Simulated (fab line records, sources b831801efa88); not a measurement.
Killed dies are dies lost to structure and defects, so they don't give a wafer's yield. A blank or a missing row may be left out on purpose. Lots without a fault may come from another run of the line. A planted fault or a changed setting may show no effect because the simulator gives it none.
fab line records | flow sky130
record lots=24 wafers=72 last_day=51
route steps=708 shown FIELD_ISO@3 NWELL@63 VT_ADJUST_LVTN@115 CAP2M@605 METAL4@635 VIA4@660
lots that met no fault: from a run of the same line without faults
start_h: hours from the record's first day to the start of the lot's first wafer shown | wait_h: hours since the lot's step before | " the same as in the row above | L1.1+2: a row that stands for several wafers | - no value, or no start given | * or withheld: withheld | < > ~ a bound
route shown NAME@n: a module of which the file shows steps, and the number in the route of the first | usual: mean/standard deviation of fault-free wafers | same: alike in all rows | chamber/n: place in a boat | sites: the reading at each site | _std_site: their standard deviation | _edge_site: outer sites' mean less inner sites' | radius_mm: how far each site lies from the wafer's centre | mask NAME#n: copy n | behind: the tool/chamber that last shaped the wafer | hold: why the lot was held/for how many hours/how that ended | device: the transistor (n, p or np) that didn't switch | end of line: the same wafers' tests at the end of the route | a step without rows: its recipe alone | killed: dies lost to structure and defects at the first sort, not the wafer's yield | map: a wafer's dies, x killed, . not, _ none there
set.NAME: the setting as run; set.NAME@STEP: as run at that earlier step | model.NAME: the simulator's own value behind a step, which no gauge read
steps of the route over a sample of lots; a table a step, a row a wafer
services: from which hour (start_h, from the record's first day; less than 0 if before it) a tool's chamber was out of use, for how many hours, and why
## steps
# step SKY_FIELD_ISO_THK_MEAS_02
# recipe reads=SiO2_of_FIELD_ISO_OXIDATION_01
# usual FIELD_ISO_OXIDATION_00_THK=11.87/0.22
# columns lot.wafer tool chamber start_h wait_h FIELD_ISO_OXIDATION_00_THK[nm]
L074.1 film_metro-04 - 14.34 0.0 12.17
L074.3 " - " " 12.00
L074.4 " - " " 11.95
L075.1 film_metro-04 - 17.71 0.0 12.16
L075.4 " - " " 12.09
L075.6 " - " " 12.31
L076.1 film_metro-04 - 22.11 0.0 12.02
L076.2 " - " " 12.07
L076.4 " - " " 12.02
L077.4 film_metro-04 - 27.28 0.0 11.67
L077.5 " - " " 11.89
L077.6 " - " " 11.68
L078.1 film_metro-04 - 31.63 0.0 12.09
L078.3 " - " " 12.39
L078.6 " - " " 11.96
L079.3 film_metro-01 - 37.15 0.0 11.74
L079.5 " - " " 11.86
L079.6 " - " " 11.88
L080.2 film_metro-04 - 41.64 0.0 11.93
L080.4 " - " " 12.01
L080.5 " - " " 11.69
L081.1 film_metro-04 - 47.78 0.0 12.16
L081.2 " - " " 12.11
L081.3 " - " " 12.15
L082.2 film_metro-03 - 52.96 0.0 12.17
L082.5 " - " " 12.04
L082.6 " - " " 12.16
L083.2 film_metro-01 - 56.64 0.0 11.99
L083.4 " - " " 12.17
L083.6 " - " " 12.03
L084.1 film_metro-03 - 61.63 0.0 11.66
L084.4 " - " " 11.96
L084.6 " - " " 11.78
L085.1 film_metro-01 - 67.21 0.0 11.83
L085.4 " - " " 11.77
L085.5 " - " " 11.90
L086.1 film_metro-03 - 72.50 0.0 11.48
L086.4 " - " " 11.43
L086.5 " - " " 11.36
L087.3 film_metro-03 - 76.65 0.0 11.87
L087.4 " - " " 12.02
L087.6 " - " " 11.92
L088.3 film_metro-03 - 82.39 0.0 11.73
L088.4 " - " " 11.63
L088.5 " - " " 11.81
L089.1 film_metro-03 - 87.91 0.0 11.82
L089.2 " - " " 11.78
L089.5 " - " " 11.88
L090.3 film_metro-04 - 93.88 0.0 11.70
L090.4 " - " " 11.64
L090.5 " - " " 11.57
L091.1 film_metro-03 - 97.77 0.0 11.46
L091.3 " - " " 11.74
L091.6 " - " " 11.48
L092.1 film_metro-03 - 103.38 0.0 11.75
L092.5 " - " " 11.93
L092.6 " - " " 11.71
L093.2 film_metro-01 - 106.64 0.0 11.91
L093.3 " - " " 12.00
L093.4 " - " " 12.04
L094.2 film_metro-04 - 112.28 0.0 12.10
L094.3 " - " " 12.06
L094.4 " - " " 11.95
L095.1 film_metro-03 - 117.82 0.0 11.74
L095.4 " - " " 11.79
L095.5 " - " " 11.65
L096.1 film_metro-03 - 121.63 0.0 11.80
L096.4 " - " " 11.97
L096.6 " - " " 11.82
L097.1 film_metro-03 - 127.34 0.0 11.81
L097.3 " - " " 11.98
L097.4 " - " " 11.93
# step SKY_NWELL_OVL_MEAS_10
# usual NWELL_00_OVL=-1.0/1.3
# columns lot.wafer tool chamber start_h wait_h NWELL_00_OVL[nm]
L074.1 overlay-02 - 90.22 - -2.0
L074.3 " - " " -1.3
L074.4 " - " " -0.9
L075.1 overlay-02 - 96.87 - -0.4
L075.4 " - " " -1.0
L075.6 " - " " -2.3
L076.1 overlay-02 - 100.52 - -0.8
L076.2 " - " " -2.2
L076.4 " - " " -0.5
L077.4 overlay-02 - 107.13 - -2.2
L077.5 " - " " -2.5
L077.6 " - " " -2.2
L078.1 overlay-01 - 114.78 - 0.0
L078.3 " - " " -0.2
L078.6 " - " " -1.3
L079.3 overlay-01 - 117.27 - -3.6
L079.5 " - " " -1.6
L079.6 " - " " -1.9
L080.2 overlay-01 - 123.63 - 0.9
L080.4 " - " " -0.7
L080.5 " - " " -1.2
L081.1 overlay-01 - 128.22 - 0.9
L081.2 " - " " -1.9
L081.3 " - " " -2.1
L082.2 overlay-02 - 136.82 - -0.4
L082.5 " - " " 0.6
L082.6 " - " " -0.9
L083.2 overlay-02 - 143.24 - -0.2
L083.4 " - " " -2.5
L083.6 " - " " -1.4
L084.1 overlay-01 - 146.88 - 0.1
L084.4 " - " " 0.0
L084.6 " - " " 0.8
L085.1 overlay-01 - 154.56 - -0.8
L085.4 " - " " 1.2
L085.5 " - " " 0.5
L086.1 overlay-01 - 160.38 - -1.7
L086.4 " - " " -2.7
L086.5 " - " " -3.3
L087.3 overlay-01 - 162.43 - 1.5
L087.4 " - " " -1.7
L087.6 " - " " -0.3
L088.3 overlay-02 - 172.78 - -1.3
L088.4 " - " " -2.9
L088.5 " - " " -2.4
L089.1 overlay-02 - 177.96 - -1.3
L089.2 " - " " 0.5
L089.5 " - " " 0.8
L090.3 overlay-02 - 185.02 - 0.0
L090.4 " - " " -0.8
L090.5 " - " " -0.5
L091.1 overlay-01 - 190.56 - -0.6
L091.3 " - " " -2.5
L091.6 " - " " -1.4
L092.1 overlay-02 - 195.91 - -1.0
L092.5 " - " " -1.5
L092.6 " - " " -3.1
L093.2 overlay-02 - 197.94 - -2.5
L093.3 " - " " -1.4
L093.4 " - " " -0.3
L094.2 overlay-02 - 206.02 - -0.4
L094.3 " - " " -1.0
L094.4 " - " " -2.4
L095.1 overlay-01 - 210.53 - 1.2
L095.4 " - " " 1.5
L095.5 " - " " -0.2
L096.1 overlay-01 - 216.97 - 2.2
L096.4 " - " " -1.2
L096.6 " - " " -0.2
L097.1 overlay-02 - 221.22 - -1.2
L097.3 " - " " -1.8
L097.4 " - " " -0.2
# step SKY_VT_ADJUST_LVTN_OVL_MEAS_18
# usual VT_ADJUST_LVTN_01_OVL=-1.0/1.4
# columns lot.wafer tool chamber start_h wait_h VT_ADJUST_LVTN_01_OVL[nm]
L074.1 overlay-02 - 169.69 0.1 -3.3
L074.3 " - " " -2.8
L074.4 " - " " -2.7
L075.1 overlay-01 - 178.47 0.1 -0.5
L075.4 " - " " -3.1
L075.6 " - " " -0.6
L076.1 overlay-02 - 183.16 0.1 -2.6
L076.2 " - " " -2.9
L076.4 " - " " -1.6
L077.4 overlay-02 - 189.93 0.1 1.2
L077.5 " - " " 1.0
L077.6 " - " " -0.7
L078.1 overlay-02 - 199.04 0.1 -1.7
L078.3 " - " " 1.1
L078.6 " - " " -1.2
L079.3 overlay-02 - 202.00 0.1 -0.6
L079.5 " - " " -2.8
L079.6 " - " " -1.0
L080.2 overlay-01 - 208.62 0.1 -0.5
L080.4 " - " " 0.1
L080.5 " - " " -0.2
L081.1 overlay-02 - 215.09 0.1 -2.3
L081.2 " - " " -1.2
L081.3 " - " " -3.0
L082.2 overlay-02 - 224.92 0.1 -0.5
L082.5 " - " " 0.3
L082.6 " - " " 0.5
L083.2 overlay-02 - 233.17 0.1 0.0
L083.4 " - " " 1.3
L083.6 " - " " 1.5
L084.1 overlay-01 - 236.96 0.1 -0.9
L084.4 " - " " -1.6
L084.6 " - " " -0.6
L085.1 overlay-02 - 245.04 0.1 -1.0
L085.4 " - " " -3.5
L085.5 " - " " -1.3
L086.1 overlay-01 - 251.84 0.1 0.4
L086.4 " - " " 0.1
L086.5 " - " " 0.4
L087.3 overlay-01 - 255.28 0.1 -2.1
L087.4 " - " " 0.5
L087.6 " - " " 0.7
L088.3 overlay-01 - 265.78 0.1 0.3
L088.4 " - " " -0.9
L088.5 " - " " 0.1
L089.1 overlay-02 - 280.53 0.1 0.7
L089.2 " - " " 1.7
L089.5 " - " " 0.3
L090.3 overlay-02 - 283.28 0.1 -2.0
L090.4 " - " " -2.6
L090.5 " - " " -3.9
L091.1 overlay-01 - 285.07 0.1 -2.2
L091.3 " - " " -1.1
L091.6 " - " " -0.4
L092.1 overlay-02 - 287.48 0.1 -1.8
L092.5 " - " " -1.9
L092.6 " - " " -1.9
L093.2 overlay-01 - 288.42 0.1 -2.3
L093.3 " - " " -1.7
L093.4 " - " " -1.3
L094.2 overlay-01 - 310.92 0.1 -0.1
L094.3 " - " " -0.8
L094.4 " - " " -0.7
L095.1 overlay-01 - 312.18 0.1 -1.3
L095.4 " - " " 0.6
L095.5 " - " " 0.0
L096.1 overlay-02 - 313.51 0.1 -0.1
L096.4 " - " " 0.9
L096.6 " - " " 0.2
L097.1 overlay-01 - 330.08 0.1 -2.5
L097.3 " - " " -3.6
L097.4 " - " " -3.5
# step SKY_CAP2M_SPUTTER_02
# recipe material=TiN target_thk_nm=200 temp_c=300 power_w=6500 time_s=166.7 chamber_pressure_pa=0.4
# usual cathode_dc_power_W=6500.1/1.2 throttle_valve_pct=30.5/0.92
# columns lot.wafer tool chamber start_h wait_h cathode_dc_power_W throttle_valve_pct
L074.1 pvd_sputter-01 - 952.08 0.1 6498.3 29.9
L074.3 " - " " 6499.2 31.3
L074.4 " - " " 6501.5 31.0
L076.1 pvd_sputter-01 - 971.30 0.1 6500.6 31.1
L076.2 " - " " 6500.1 31.4
L076.4 " - " " 6499.7 29.5
L077.4 pvd_sputter-01 - 974.33 0.0 6497.2 31.1
L077.5 " - " " 6499.9 30.9
L077.6 " - " " 6502.0 29.7
L075.1 pvd_sputter-02 - 976.42 0.1 6499.2 31.6
L075.4 " - " " 6501.3 29.8
L075.6 " - " " 6502.6 31.4
L078.1 pvd_sputter-01 - 990.71 0.1 6501.5 29.7
L078.3 " - " " 6499.9 31.3
L078.6 " - " " 6499.3 31.2
L079.3 pvd_sputter-01 - 991.88 0.0 6498.2 31.3
L079.5 " - " " 6502.0 31.4
L079.6 " - " " 6500.2 29.4
L081.1 pvd_sputter-03 - 999.23 0.1 6500.8 30.0
L081.2 " - " " 6499.2 28.8
L081.3 " - " " 6498.0 29.5
L080.2 pvd_sputter-01 - 1000.54 0.0 6499.3 29.8
L080.4 " - " " 6499.6 31.3
L080.5 " - " " 6499.1 31.3
L082.2 pvd_sputter-01 - 1015.25 0.0 6501.9 30.9
L082.5 " - " " 6500.5 31.3
L082.6 " - " " 6500.4 31.1
L083.2 pvd_sputter-01 - 1017.81 0.0 6500.1 29.7
L083.4 " - " " 6501.2 31.1
L083.6 " - " " 6497.5 31.0
L084.1 pvd_sputter-01 - 1020.39 0.1 6500.6 30.9
L084.4 " - " " 6500.5 31.2
L084.6 " - " " 6498.8 31.3
L085.1 pvd_sputter-01 - 1029.78 0.1 6496.7 31.2
L085.4 " - " " 6499.0 29.4
L085.5 " - " " 6501.6 30.9
L087.3 pvd_sputter-01 - 1042.72 0.0 6499.6 31.0
L087.4 " - " " 6500.6 31.4
L087.6 " - " " 6499.3 29.9
L086.1 pvd_sputter-01 - 1044.69 0.1 6501.1 31.1
L086.4 " - " " 6499.8 31.1
L086.5 " - " " 6498.2 29.7
L088.3 pvd_sputter-01 - 1047.93 0.0 6501.5 29.5
L088.4 " - " " 6499.3 31.2
L088.5 " - " " 6502.7 31.3
L089.1 pvd_sputter-01 - 1058.65 0.1 6500.1 29.9
L089.2 " - " " 6498.5 31.4
L089.5 " - " " 6500.0 30.8
L090.3 pvd_sputter-03 - 1060.67 0.0 6499.0 29.7
L090.4 " - " " 6501.6 29.9
L090.5 " - " " 6500.4 28.8
L091.1 pvd_sputter-01 - 1062.70 0.1 6500.9 29.6
L091.3 " - " " 6500.2 31.2
L091.6 " - " " 6498.6 30.8
L092.1 pvd_sputter-01 - 1067.49 0.1 6500.2 31.0
L092.5 " - " " 6501.1 31.3
L092.6 " - " " 6500.1 31.4
L093.2 pvd_sputter-01 - 1069.38 0.0 6500.7 30.9
L093.3 " - " " 6499.2 29.7
L093.4 " - " " 6499.5 31.0
L094.2 pvd_sputter-02 - 1085.39 0.0 6501.7 31.5
L094.3 " - " " 6498.8 28.0
L094.4 " - " " 6499.2 29.5
L095.1 pvd_sputter-02 - 1088.71 0.1 6502.5 28.7
L095.4 " - " " 6500.4 31.2
L095.5 " - " " 6500.9 28.1
L096.1 pvd_sputter-01 - 1090.87 0.1 6500.2 29.7
L096.4 " - " " 6500.3 31.3
L096.6 " - " " 6501.2 31.4
L097.1 pvd_sputter-02 - 1102.41 0.1 6502.0 29.6
L097.3 " - " " 6500.4 31.3
L097.4 " - " " 6499.4 28.5
# step SKY_METAL4_STRIP_19
# recipe chemistry=O2/N2 power_w=1400 pressure_mtorr=1500 platen_temp_c=withheld o2_flow_sccm=3000 n2_flow_sccm=300 overash_fraction=0.5
# usual drypump_motor_current_A=6.0/0.34 o2_flow_sccm=2999/9.3 oes_product_au=0.502/0.0067 strip_time_to_endpoint_s=6.54/0.1
# columns lot.wafer tool chamber start_h wait_h drypump_motor_current_A o2_flow_sccm oes_product_au rf_hours_counter_h strip_time_to_endpoint_s
L074.1 plasma_asher-04 0 1002.59 0.1 6.4 3003 0.502 59 6.54
L074.3 " 1 " " 6.0 2980 0.499 - 6.41
L074.4 " 0 " " 6.4 2983 0.509 - 6.54
L076.1 plasma_asher-03 1 1019.95 0.1 6.1 2991 0.504 28 6.54
L076.2 " 0 " " 6.0 2990 0.494 28 6.42
L076.4 " 0 " " 6.0 2991 0.497 - 6.50
L077.4 plasma_asher-04 1 1023.23 0.1 6.0 2991 0.500 - 6.51
L077.5 " 0 " " 6.3 2978 0.504 - 6.47
L077.6 " 1 " " 6.1 2997 0.501 - 6.54
L075.1 plasma_asher-04 0 1025.15 0.1 6.4 3006 0.494 61 6.43
L075.4 " 1 " " 6.0 3005 0.498 - 6.47
L075.6 " 1 " " 6.0 3006 0.496 - 6.50
L078.1 plasma_asher-03 0 1039.27 0.1 6.1 3025 0.497 30 6.53
L078.3 " 1 " " 6.1 3003 0.509 - 6.54
L078.6 " 0 " " 6.1 3007 0.506 - 6.64
L079.3 plasma_asher-03 1 1040.00 0.1 6.1 2989 0.503 - 6.58
L079.5 " 0 " " 6.0 2998 0.508 - 6.64
L079.6 " 1 " " 6.1 2995 0.504 - 6.58
L081.1 plasma_asher-03 1 1047.44 0.1 6.1 3012 0.506 31 6.50
L081.2 " 0 " " 6.1 3007 0.484 31 6.42
L081.3 " 1 " " 6.1 3001 0.495 - 6.47
L080.2 plasma_asher-04 1 1049.12 0.1 6.0 3001 0.501 64 6.49
L080.4 " 0 " " 6.4 3011 0.503 - 6.50
L080.5 " 1 " " 6.0 2999 0.491 - 6.41
L082.2 plasma_asher-02 1 1063.14 0.1 5.2 2988 0.498 94 6.56
L082.5 " 1 " " 5.2 2993 0.505 - 6.70
L082.6 " 0 " " 5.2 3014 0.500 - 6.56
L083.2 plasma_asher-04 1 1063.79 0.1 6.0 3001 0.511 65 6.50
L083.4 " 1 " " 6.0 2998 0.512 - 6.56
L083.6 " 1 " " 6.0 3009 0.499 - 6.51
L084.1 plasma_asher-02 0 1066.67 0.1 5.2 3004 0.498 94 6.37
L084.4 " 0 " " 5.2 2985 0.495 - 6.40
L084.6 " 0 " " 5.2 3001 0.496 - 6.34
L085.1 plasma_asher-04 0 1075.97 0.1 6.4 3015 0.505 66 6.62
L085.4 " 0 " " 6.4 2999 0.500 - 6.57
L085.5 " 1 " " 6.0 2994 0.508 - 6.67
L087.3 plasma_asher-03 1 1087.74 0.1 6.1 2993 0.506 - 6.59
L087.4 " 0 " " 6.0 3003 0.503 - 6.54
L087.6 " 0 " " 6.1 3001 0.489 - 6.43
L086.1 plasma_asher-04 1 1089.88 0.2 6.0 2997 0.494 68 6.41
L086.4 " 0 " " 6.4 3008 0.488 - 6.37
L086.5 " 0 " " 6.3 2995 0.501 - 6.45
L088.3 plasma_asher-04 1 1093.49 0.1 6.1 2997 0.502 - 6.45
L088.4 " 0 " " 6.4 3002 0.506 - 6.64
L088.5 " 0 " " 6.3 3003 0.499 - 6.42
L089.1 plasma_asher-03 0 1103.49 0.1 6.0 2994 0.499 37 6.55
L089.2 " 1 " " 6.1 2996 0.497 37 6.60
L089.5 " 0 " " 6.1 2998 0.503 - 6.50
L090.3 plasma_asher-03 1 1105.30 0.1 6.1 2994 0.502 - 6.53
L090.4 " 0 " " 6.1 3009 0.504 - 6.61
L090.5 " 0 " " 6.0 3000 0.507 - 6.64
L091.1 plasma_asher-04 0 1107.34 0.1 6.3 2998 0.517 69 6.59
L091.3 " 0 " " 6.3 3000 0.494 - 6.45
L091.6 " 0 " " 6.4 3004 0.504 - 6.47
L092.1 plasma_asher-02 0 1110.98 0.2 5.2 2995 0.491 98 6.45
L092.5 " 1 " " 5.2 3003 0.503 - 6.59
L092.6 " 0 " " 5.2 3004 0.499 - 6.40
L093.2 plasma_asher-03 0 1113.53 0.2 6.1 2987 0.506 38 6.57
L093.3 " 0 " " 6.1 2981 0.506 - 6.66
L093.4 " 1 " " 6.0 3004 0.510 - 6.69
L094.2 plasma_asher-03 0 1128.87 0.1 6.1 3013 0.503 39 6.54
L094.3 " 1 " " 6.1 2996 0.507 - 6.60
L094.4 " 0 " " 6.1 3005 0.518 - 6.72
L095.1 plasma_asher-04 0 1130.84 0.1 6.4 2994 0.496 72 6.39
L095.4 " 1 " " 6.0 2998 0.496 - 6.41
L095.5 " 0 " " 6.4 3007 0.496 - 6.38
L096.1 plasma_asher-03 0 1133.79 0.1 6.1 2981 0.498 40 6.70
L096.4 " 1 " " 6.1 3004 0.512 - 6.79
L096.6 " 1 " " 6.1 2997 0.511 - 6.71
L097.1 plasma_asher-03 0 1144.22 0.1 6.0 3014 0.504 40 6.56
L097.3 " 0 " " 6.1 3010 0.509 - 6.55
L097.4 " 1 " " 6.1 3006 0.508 - 6.55
# step SKY_VIA4_CMP_21
# recipe stop_on=SiO2 t_overpolish_s=25 down_force_psi=3.5 platen_rpm=60 target_thk_nm=0 pad_velocity_m_s=0.94248
# usual motor_current_A=10.9/1.3 overpolish_run_s=25.001/0.0092 time_to_endpoint_s=122/4.8
# columns lot.wafer tool chamber start_h wait_h motor_current_A overpolish_run_s time_to_endpoint_s
L074.4 cmp-02 3 1027.98 0.0 10.7 25.007 127
L074.3 " 0 " " 9.2 24.989 118
L074.1 " 1 " " 11.1 25.020 117
L076.2 cmp-01 3 1045.56 0.3 10.7 25.009 124
L076.1 " 0 " " 13.0 24.987 125
L076.4 " 1 " " 11.1 24.996 120
L077.4 cmp-02 0 1048.97 0.1 9.1 24.991 115
L077.5 " 2 " " 11.8 25.000 127
L077.6 " 3 " " 10.6 24.981 129
L075.1 cmp-02 0 1050.36 0.1 9.5 25.011 119
L075.4 " 2 " " 11.1 24.996 128
L075.6 " 0 " " 9.2 25.005 118
L078.3 cmp-02 0 1064.19 0.1 8.9 24.997 124
L078.1 " 2 " " 11.8 25.009 131
L078.6 " 0 " " 9.4 24.977 122
L079.3 cmp-01 1 1065.04 0.4 10.7 25.000 114
L079.6 " 2 " " 10.3 25.006 109
L079.5 " 3 " " 10.3 25.000 123
L081.1 cmp-02 2 1071.77 0.1 11.0 24.990 129
L081.2 " 3 " " 10.8 25.001 125
L081.3 " 0 " " 9.5 24.988 117
L080.2 cmp-01 3 1073.85 0.1 10.5 25.002 121
L080.4 " 0 " " 14.1 25.009 117
L080.5 " 2 " " 10.3 24.996 112
L082.2 cmp-01 0 1087.48 0.1 13.1 25.006 128
L082.6 " 2 " " 10.1 25.006 124
L082.5 " 3 " " 9.7 25.004 130
L083.4 cmp-01 0 1087.93 0.0 13.7 25.005 125
L083.2 " 1 " " 10.5 25.008 121
L083.6 " 1 " " 10.5 25.012 120
L084.4 cmp-01 0 1091.06 0.3 14.1 25.008 121
L084.1 " 2 " " 10.2 24.991 117
L084.6 " 0 " " 13.9 25.002 127
L085.1 cmp-01 3 1099.52 0.2 10.5 24.994 127
L085.4 " 0 " " 14.4 25.005 120
L085.5 " 1 " " 10.8 25.009 124
L087.4 cmp-01 2 1111.21 0.0 10.1 25.002 125
L087.3 " 0 " " 13.4 25.023 126
L087.6 " 3 " " 10.2 25.000 127
L086.1 cmp-02 0 1112.86 0.1 9.1 25.010 114
L086.4 " 1 " " 11.4 24.987 117
L086.5 " 3 " " 10.7 25.010 129
L088.3 cmp-01 1 1116.66 0.1 10.7 24.994 117
L088.4 " 2 " " 9.9 24.986 116
L088.5 " 0 " " 13.2 24.999 126
L089.1 cmp-01 2 1126.24 0.3 10.2 25.003 122
L089.2 " 0 " " 14.0 24.992 126
L089.5 " 3 " " 10.4 24.994 129
L090.4 cmp-01 2 1128.25 0.1 10.3 24.999 115
L090.3 " 0 " " 13.7 24.991 120
L090.5 " 1 " " 10.9 25.002 122
L091.3 cmp-01 1 1130.57 0.1 10.6 25.008 121
L091.1 " 0 " " 13.9 24.992 123
L091.6 " 1 " " 11.3 25.012 119
L092.1 cmp-02 3 1133.96 0.2 11.0 25.004 123
L092.5 " 0 " " 9.2 25.009 115
L092.6 " 1 " " 11.1 25.006 117
L093.4 cmp-02 1 1136.07 0.0 11.2 25.009 117
L093.2 " 2 " " 11.1 25.005 124
L093.3 " 0 " " 9.0 25.005 121
L094.3 cmp-01 2 1150.70 0.2 10.4 24.998 117
L094.2 " 0 " " 13.4 25.016 123
L094.4 " 1 " " 10.9 24.993 121
L095.1 cmp-01 2 1152.21 0.1 10.0 24.992 121
L095.4 " 0 " " 13.5 24.989 123
L095.5 " 2 " " 10.3 25.012 121
L096.1 cmp-01 1 1155.18 0.1 10.8 25.008 121
L096.4 " 2 " " 10.3 25.004 120
L096.6 " 1 " " 11.2 25.006 119
L097.1 cmp-02 3 1165.32 0.1 11.0 25.018 130
L097.3 " 1 " " 11.3 24.999 115
L097.4 " 2 " " 11.0 24.993 125
## services
# columns tool chamber start_h hours kind
cmp-01 - 928.16 4.4 repair
cmp-02 - 936.58 9.3 repair
cmp-01 - 955.60 25.6 pm
pvd_sputter-02 - 956.80 4.2 repair
plasma_asher-02 - 981.48 2.8 pm
cmp-02 - 981.53 7.5 pm
pvd_sputter-01 0 986.20 - consumable_replace:kit
pvd_sputter-01 0 986.20 18.0 scheduled_down
pvd_sputter-01 0 986.20 18.0 vent_cycle
plasma_asher-02 - 1000.12 1.1 repair
plasma_asher-04 - 1010.60 1.7 repair
cmp-01 - 1041.34 0.7 repair
cmp-01 - 1067.99 4.4 pm
pvd_sputter-03 - 1079.74 1.5 repair
cmp-02 - 1082.39 0.8 repair
cmp-02 - 1088.90 4.0 pm
cmp-02 - 1092.95 2.3 repair
cmp-01 - 1114.21 1.2 repair
pvd_sputter-01 3 1125.45 - consumable_replace:kit
pvd_sputter-01 3 1125.45 18.0 scheduled_down
cmp-02 - 1125.63 0.8 repair
plasma_asher-03 - 1137.64 2.8 pm
cmp-02 - 1154.33 1.4 repair
plasma_asher-03 - 1158.95 4.1 repair
## key
fault none
